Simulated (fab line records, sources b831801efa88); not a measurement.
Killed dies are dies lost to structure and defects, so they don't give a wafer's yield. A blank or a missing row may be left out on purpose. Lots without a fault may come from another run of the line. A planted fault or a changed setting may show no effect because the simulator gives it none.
Which tool did it? | flow gf180mcu | 6 lots, 18 wafers sampled, at 2 steps of a route of 602

WHAT THE GAUGES READ, wafer by wafer
GF_V5_THK_MEAS_25: measures by xrf.
lot  | measured     | on            | V5_W_THK (nm)
L114 | day 27 02:56 | film_metro-02 | 353 359 348
L121 | day 30 03:12 | film_metro-02 | 348 345 346
L123 | day 30 10:35 | film_metro-02 | 348 349 348
L125 | day 31 01:13 | film_metro-04 | 360 359 369
L132 | day 32 21:25 | film_metro-02 | 357 360 352
L134 | day 33 12:27 | film_metro-02 | 347 347 357

WHICH TOOL RAN EACH LOT (tool, then ch and the chambers of the sampled wafers, then the start)
lot  | GF_M5_ETCH_09
L114 | rie_diel-03 ch 0,2,3, day 26 03:40
L121 | rie_diel-01 ch 0,1,2, day 29 06:23
L123 | rie_diel-01 ch 0,1,2, day 29 14:01
L125 | rie_diel-01 ch 1,2,3, day 30 04:17
L132 | rie_diel-02 ch 1,3, day 32 01:14
L134 | rie_diel-02 ch 1,3, day 32 17:14
- GF_M5_ETCH_09: etches Si3N4 in CF4/O2, target depth 52 nm, time 11.6 s.

THE ANSWER, worked out from the rows above alone
Rule: what is usual is taken from the lots themselves. Put in order of their means at a reading, lots are off if they are a third of the lots or fewer, leave a main group of 4 or more, and stand apart from it by a gap of 3 or more times the standard deviation of the main group's means; of several such gaps the widest counts. A main group whose means are all the same, to the digits that the tables above print for the reading, isn't used. A lot without any number at a reading at which 4 lots or more have one is off too. The other lots that the step has rows for count as sound.
No lot is off at any reading shown: from this, nothing can be told.

WHAT THE SIMULATOR HAD PUT IN
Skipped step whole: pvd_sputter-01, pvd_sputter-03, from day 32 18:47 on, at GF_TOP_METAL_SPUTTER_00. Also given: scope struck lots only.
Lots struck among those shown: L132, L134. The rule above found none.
